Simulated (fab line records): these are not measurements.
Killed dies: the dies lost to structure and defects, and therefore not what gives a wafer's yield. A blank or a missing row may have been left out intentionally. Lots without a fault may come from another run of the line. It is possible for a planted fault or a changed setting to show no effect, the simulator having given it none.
Which tool did it? :: flow sfq line :: Sampling: 14 lots, 42 wafers, 6 of 325 route steps

WHAT EACH GAUGE READ, for each wafer
SFQ_I4_OVL_MEAS_928.
lot: L628
measured: day 39 21:58
on: overlay-02
I4_OVL (nm): 4 3 6

lot: L629
measured: day 40 12:29
on: overlay-01
I4_OVL (nm): 1 0 -6

lot: L630
measured: day 44 22:56
on: overlay-02
I4_OVL (nm): 4 0 4

lot: L631
measured: day 45 00:09
on: overlay-02
I4_OVL (nm): -5 5 2

lot: L634
measured: day 46 00:10
on: overlay-01
I4_OVL (nm): -7 3 -2

lot: L635
measured: day 47 13:59
on: overlay-01
I4_OVL (nm): -4 -5 -4

lot: L636
measured: day 51 17:11
on: overlay-01
I4_OVL (nm): 1 8 3

lot: L637
measured: day 52 20:51
on: overlay-02
I4_OVL (nm): -2 2 0

lot: L641
measured: day 57 02:07
on: overlay-02
I4_OVL (nm): -3 -1 -3

lot: L643
measured: day 57 11:42
on: overlay-01
I4_OVL (nm): -14 -11 -9

lot: L645
measured: day 57 20:14
on: overlay-02
I4_OVL (nm): -14 -9 -14

lot: L646
measured: day 58 02:48
on: overlay-02
I4_OVL (nm): -4 -7 -5

lot: L649
measured: day 65 04:28
on: overlay-01
I4_OVL (nm): 11 3 5

lot: L650
measured: day 65 15:16
on: overlay-01
I4_OVL (nm): -2 7 6

SFQ_M7_RS_MEAS_943: a four-point-probe measurement.
lot: L628
measured: day 62 06:52
on: film metro-03
M7_NB_RS (ohm/sq): 0.888 0.880 0.882

lot: L629
measured: day 62 09:16
on: film metro-01
M7_NB_RS (ohm/sq): 0.891 0.879 0.882

lot: L630
measured: day 62 10:28
on: film metro-03
M7_NB_RS (ohm/sq): 0.901 0.897 0.888

lot: L631
measured: day 62 11:43
on: film metro-04
M7_NB_RS (ohm/sq): 0.870 0.866 0.890

lot: L634
measured: day 62 15:19
on: film metro-04
M7_NB_RS (ohm/sq): 0.882 0.881 0.874

lot: L635
measured: day 62 16:28
on: film metro-01
M7_NB_RS (ohm/sq): 0.890 0.881 0.896

lot: L636
measured: day 65 06:07
on: film metro-01
M7_NB_RS (ohm/sq): 0.883 0.899 0.881

lot: L637
measured: day 70 04:23
on: film metro-03
M7_NB_RS (ohm/sq): 0.879 0.879 0.865

lot: L641
measured: day 72 03:19
on: film metro-03
M7_NB_RS (ohm/sq): 0.882 0.885 0.895

lot: L643
measured: day 74 05:14
on: film metro-04
M7_NB_RS (ohm/sq): 0.818 0.889 0.887 0.816 0.888 0.888

lot: L645
measured: day 74 18:58
on: film metro-03
M7_NB_RS (ohm/sq): 0.907 0.888 0.814 0.907 0.890 0.812

lot: L646
measured: day 74 23:42
on: film metro-03
M7_NB_RS (ohm/sq): 0.893 0.887 0.875

lot: L649
measured: day 75 23:59
on: film metro-04
M7_NB_RS (ohm/sq): 0.898 0.876 0.870

lot: L650
measured: day 80 03:30
on: film metro-01
M7_NB_RS (ohm/sq): 0.881 0.885 0.881

SFQ_I7_OVL_MEAS_947.
lot: L628
measured: day 71 13:47
on: overlay-01
I7_OVL (nm): 0 -10 -6

lot: L629
measured: day 71 16:19
on: overlay-02
I7_OVL (nm): 11 1 -1

lot: L630
measured: day 71 23:31
on: overlay-02
I7_OVL (nm): -1 -3 -7

lot: L631
measured: day 72 00:43
on: overlay-02
I7_OVL (nm): 6 2 7

lot: L634
measured: day 72 06:43
on: overlay-02
I7_OVL (nm): -10 3 5

lot: L635
measured: day 72 13:55
on: overlay-01
I7_OVL (nm): 1 1 0

lot: L636
measured: day 72 19:55
on: overlay-02
I7_OVL (nm): 14 12 5

lot: L637
measured: day 74 22:19
on: overlay-02
I7_OVL (nm): -3 5 6

lot: L641
measured: day 75 10:26
on: overlay-02
I7_OVL (nm): -5 -7 0

lot: L643
measured: day 75 13:27
on: overlay-02
I7_OVL (nm): -3 0 -4

lot: L645
measured: day 75 16:26
on: overlay-02
I7_OVL (nm): 8 3 0

lot: L646
measured: day 75 18:50
on: overlay-02
I7_OVL (nm): -2 0 -2

lot: L649
measured: day 78 16:28
on: overlay-01
I7_OVL (nm): -6 -4 -3

lot: L650
measured: day 80 18:21
on: overlay-02
I7_OVL (nm): -1 4 2

WHICH TOOL RAN EACH LOT (tool, then ch and the chambers of the sampled wafers, then the start)
lot: L628
SFQ_TRILAYER_I6_VIA_ETCH_VIA_ETCH_172: rie diel-02 ch 0,1,3, day 62 05:52
SFQ_TRILAYER_M7_DEP_SPUTTER_175: pvd sputter-05, day 62 06:47
SFQ_TRILAYER_M7_ETCH_METAL_ETCH_180: rie metal-04 ch 0,1, day 67 08:09

lot: L629
SFQ_TRILAYER_I6_VIA_ETCH_VIA_ETCH_172: rie diel-04 ch 1,2,3, day 62 08:16
SFQ_TRILAYER_M7_DEP_SPUTTER_175: pvd sputter-04, day 62 09:11
SFQ_TRILAYER_M7_ETCH_METAL_ETCH_180: rie metal-01 ch 0,1, day 67 09:21

lot: L630
SFQ_TRILAYER_I6_VIA_ETCH_VIA_ETCH_172: rie diel-03 ch 0,2,3, day 62 09:28
SFQ_TRILAYER_M7_DEP_SPUTTER_175: pvd sputter-03, day 62 10:23
SFQ_TRILAYER_M7_ETCH_METAL_ETCH_180: rie metal-02 ch 0,1, day 67 10:33

lot: L631
SFQ_TRILAYER_I6_VIA_ETCH_VIA_ETCH_172: rie diel-02 ch 1,2, day 62 10:40
SFQ_TRILAYER_M7_DEP_SPUTTER_175: pvd sputter-05, day 62 11:35
SFQ_TRILAYER_M7_ETCH_METAL_ETCH_180: rie metal-01 ch 0,1, day 67 11:47

lot: L634
SFQ_TRILAYER_I6_VIA_ETCH_VIA_ETCH_172: rie diel-02 ch 0,1, day 62 14:16
SFQ_TRILAYER_M7_DEP_SPUTTER_175: pvd sputter-05, day 62 15:11
SFQ_TRILAYER_M7_ETCH_METAL_ETCH_180: rie metal-02 ch 0,1, day 67 15:23

lot: L635
SFQ_TRILAYER_I6_VIA_ETCH_VIA_ETCH_172: rie diel-03 ch 0,1,2, day 62 15:28
SFQ_TRILAYER_M7_DEP_SPUTTER_175: pvd sputter-04, day 62 16:23
SFQ_TRILAYER_M7_ETCH_METAL_ETCH_180: rie metal-04 ch 0,1, day 67 16:33

lot: L636
SFQ_TRILAYER_I6_VIA_ETCH_VIA_ETCH_172: rie diel-03 ch 0,1, day 65 05:05
SFQ_TRILAYER_M7_DEP_SPUTTER_175: pvd sputter-05, day 65 06:00
SFQ_TRILAYER_M7_ETCH_METAL_ETCH_180: rie metal-04 ch 0,1, day 67 18:33

lot: L637
SFQ_TRILAYER_I6_VIA_ETCH_VIA_ETCH_172: rie diel-04 ch 1,2,3, day 70 03:23
SFQ_TRILAYER_M7_DEP_SPUTTER_175: pvd sputter-05, day 70 04:17
SFQ_TRILAYER_M7_ETCH_METAL_ETCH_180: rie metal-04 ch 1, day 70 07:04

lot: L641
SFQ_TRILAYER_I6_VIA_ETCH_VIA_ETCH_172: rie diel-02 ch 0,1,3, day 72 02:17
SFQ_TRILAYER_M7_DEP_SPUTTER_175: pvd sputter-05, day 72 03:13
SFQ_TRILAYER_M7_ETCH_METAL_ETCH_180: rie metal-04 ch 0, day 72 10:43

lot: L643
SFQ_TRILAYER_I6_VIA_ETCH_VIA_ETCH_172: rie diel-04 ch 0,1,2, day 74 04:14
SFQ_TRILAYER_M7_DEP_SPUTTER_175: pvd sputter-05, day 74 05:09
SFQ_TRILAYER_M7_ETCH_METAL_ETCH_180: rie metal-04 ch 0, day 74 17:42

lot: L645
SFQ_TRILAYER_I6_VIA_ETCH_VIA_ETCH_172: rie diel-04 ch 1,2,3, day 74 17:56
SFQ_TRILAYER_M7_DEP_SPUTTER_175: pvd sputter-05, day 74 18:52
SFQ_TRILAYER_M7_ETCH_METAL_ETCH_180: rie metal-02 ch 0,1, day 75 02:17

lot: L646
SFQ_TRILAYER_I6_VIA_ETCH_VIA_ETCH_172: rie diel-04 ch 0,1,2, day 74 22:40
SFQ_TRILAYER_M7_DEP_SPUTTER_175: pvd sputter-03, day 74 23:35
SFQ_TRILAYER_M7_ETCH_METAL_ETCH_180: rie metal-02 ch 0,1, day 75 02:17

lot: L649
SFQ_TRILAYER_I6_VIA_ETCH_VIA_ETCH_172: rie diel-02 ch 1,2,3, day 75 22:57
SFQ_TRILAYER_M7_DEP_SPUTTER_175: pvd sputter-03, day 75 23:52
SFQ_TRILAYER_M7_ETCH_METAL_ETCH_180: rie metal-01 ch 1, day 77 07:16

lot: L650
SFQ_TRILAYER_I6_VIA_ETCH_VIA_ETCH_172: rie diel-03 ch 2,3, day 80 02:29
SFQ_TRILAYER_M7_DEP_SPUTTER_175: pvd sputter-04, day 80 03:25
SFQ_TRILAYER_M7_ETCH_METAL_ETCH_180: rie metal-04 ch 0,1, day 80 10:04
- SFQ_TRILAYER_I6_VIA_ETCH_VIA_ETCH_172: etches SiO2 in CHF3, stops on Nb, target depth 260 nm.
- SFQ_TRILAYER_M7_DEP_SPUTTER_175: material Nb, target thk 200 nm, time 133.3 s.
- SFQ_TRILAYER_M7_ETCH_METAL_ETCH_180: etches Nb in Cl2/Ar, stops on SiO2, target depth 240 nm, time 120 s.

AS READ BY THE TOOLS THEMSELVES (means over the sampled wafers that have a number; for cases with no such wafer, the mark the record gives instead)
SFQ_TRILAYER_I6_VIA_ETCH_VIA_ETCH_172.
lot: L628
tool: rie diel-02
drypump motor current A (A): 5.5
oes product au (a.u.): 0.853

lot: L629
tool: rie diel-04
drypump motor current A (A): 6.0
oes product au (a.u.): 0.853

lot: L630
tool: rie diel-03
drypump motor current A (A): 5.8
oes product au (a.u.): 0.852

lot: L631
tool: rie diel-02
drypump motor current A (A): 5.4
oes product au (a.u.): 0.856

lot: L634
tool: rie diel-02
drypump motor current A (A): 5.1
oes product au (a.u.): 0.856

lot: L635
tool: rie diel-03
drypump motor current A (A): 5.6
oes product au (a.u.): 0.849

lot: L636
tool: rie diel-03
drypump motor current A (A): 5.3
oes product au (a.u.): 0.856

lot: L637
tool: rie diel-04
drypump motor current A (A): 6.0
oes product au (a.u.): 0.852

lot: L641
tool: rie diel-02
drypump motor current A (A): 5.5
oes product au (a.u.): 0.851

lot: L643
tool: rie diel-04
drypump motor current A (A): 6.0
oes product au (a.u.): 0.861

lot: L645
tool: rie diel-04
drypump motor current A (A): 6.0
oes product au (a.u.): 0.855

lot: L646
tool: rie diel-04
drypump motor current A (A): 6.0
oes product au (a.u.): 0.849

lot: L649
tool: rie diel-02
drypump motor current A (A): 5.7
oes product au (a.u.): 0.848

lot: L650
tool: rie diel-03
drypump motor current A (A): 6.1
oes product au (a.u.): 0.852

SFQ_TRILAYER_M7_DEP_SPUTTER_175.
lot: L628
tool: pvd sputter-05
cathode dc power W (W): 2000.4
throttle valve pct (%): 30.4

lot: L629
tool: pvd sputter-04
cathode dc power W (W): 2000.1
throttle valve pct (%): 30.7

lot: L630
tool: pvd sputter-03
cathode dc power W (W): 2000.0
throttle valve pct (%): 30.3

lot: L631
tool: pvd sputter-05
cathode dc power W (W): 1999.7
throttle valve pct (%): 29.6

lot: L634
tool: pvd sputter-05
cathode dc power W (W): 2000.4
throttle valve pct (%): 29.4

lot: L635
tool: pvd sputter-04
cathode dc power W (W): 2000.3
throttle valve pct (%): 30.2

lot: L636
tool: pvd sputter-05
cathode dc power W (W): 2000.0
throttle valve pct (%): 30.0

lot: L637
tool: pvd sputter-05
cathode dc power W (W): 2000.3
throttle valve pct (%): 30.2

lot: L641
tool: pvd sputter-05
cathode dc power W (W): 2000.1
throttle valve pct (%): 30.0

lot: L643
tool: pvd sputter-05
cathode dc power W (W): 2065.0
throttle valve pct (%): 30.5

lot: L645
tool: pvd sputter-05
cathode dc power W (W): 2065.4
throttle valve pct (%): 29.6

lot: L646
tool: pvd sputter-03
cathode dc power W (W): 1999.7
throttle valve pct (%): 30.2

lot: L649
tool: pvd sputter-03
cathode dc power W (W): 2000.0
throttle valve pct (%): 30.1

lot: L650
tool: pvd sputter-04
cathode dc power W (W): 1999.9
throttle valve pct (%): 29.6

SFQ_TRILAYER_M7_ETCH_METAL_ETCH_180.
lot: L628
tool: rie metal-04
drypump motor current A (A): 5.4
oes product au (a.u.): 0.899

lot: L629
tool: rie metal-01
drypump motor current A (A): 6.0
oes product au (a.u.): 0.898

lot: L630
tool: rie metal-02
drypump motor current A (A): 5.6
oes product au (a.u.): 0.893

lot: L631
tool: rie metal-01
drypump motor current A (A): 5.9
oes product au (a.u.): 0.900

lot: L634
tool: rie metal-02
drypump motor current A (A): 5.6
oes product au (a.u.): 0.898

lot: L635
tool: rie metal-04
drypump motor current A (A): 5.4
oes product au (a.u.): 0.892

lot: L636
tool: rie metal-04
drypump motor current A (A): 5.4
oes product au (a.u.): 0.888

lot: L637
tool: rie metal-04
drypump motor current A (A): 5.1
oes product au (a.u.): 0.906

lot: L641
tool: rie metal-04
drypump motor current A (A): 6.2
oes product au (a.u.): 0.898

lot: L643
tool: rie metal-04
drypump motor current A (A): 6.2
oes product au (a.u.): 0.909

lot: L645
tool: rie metal-02
drypump motor current A (A): 5.2
oes product au (a.u.): 0.908

lot: L646
tool: rie metal-02
drypump motor current A (A): 5.6
oes product au (a.u.): 0.900

lot: L649
tool: rie metal-01
drypump motor current A (A): 6.1
oes product au (a.u.): 0.899

lot: L650
tool: rie metal-04
drypump motor current A (A): 5.5
oes product au (a.u.): 0.898

THE ANSWER, worked out from the rows above alone
Rule: usual is defined by the lots themselves. The widest of any qualifying gaps counts: lots, ordered by their means at a reading, are off when they make up no more than a third of the lots, leave a main group of 4 or more, and stand apart from it by 3 or more times the standard deviation of that group's means. If all means in a main group match to the digits the tables above print for the reading, that group is not used. Also off: a lot with no number at a reading for which 4 or more lots have one. The other lots that the step has rows for count as sound. After the gauges, taken in route order, come the tools' own readings; for these a lot's mean is taken, as printed above. At the first step where some lot is off, the reading lying furthest off is the one used; lots without a number count as furthest.
Off, at SFQ_TRILAYER_M7_DEP_SPUTTER_175 on cathode dc power W: L643, L645. For the main group the mean is 2000.1 W and the standard deviation 0.23.
A tool fits if, at that step or a process step before it, it ran every lot that is off, and no sound lot after the first of them. One candidate fits, namely pvd sputter-05 at SFQ_TRILAYER_M7_DEP_SPUTTER_175. A fault onset in the window from L641 (day 72 03:13, its last sound lot) to L643 (day 74 05:09, its first lot off) fits.
The tool's own readings at SFQ_TRILAYER_M7_DEP_SPUTTER_175 bear it out: on the lots that are off they differ by more than 5 times the standard deviation of the sound lots' means. cathode dc power W reads 2065.2 W there against 2000.1 W on the sound lots.

WHAT HAD BEEN PUT IN BY THE SIMULATOR
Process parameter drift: pvd sputter-05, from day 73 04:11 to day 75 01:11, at SFQ_TRILAYER_M7_DEP_SPUTTER_175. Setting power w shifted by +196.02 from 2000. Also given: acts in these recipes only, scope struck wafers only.
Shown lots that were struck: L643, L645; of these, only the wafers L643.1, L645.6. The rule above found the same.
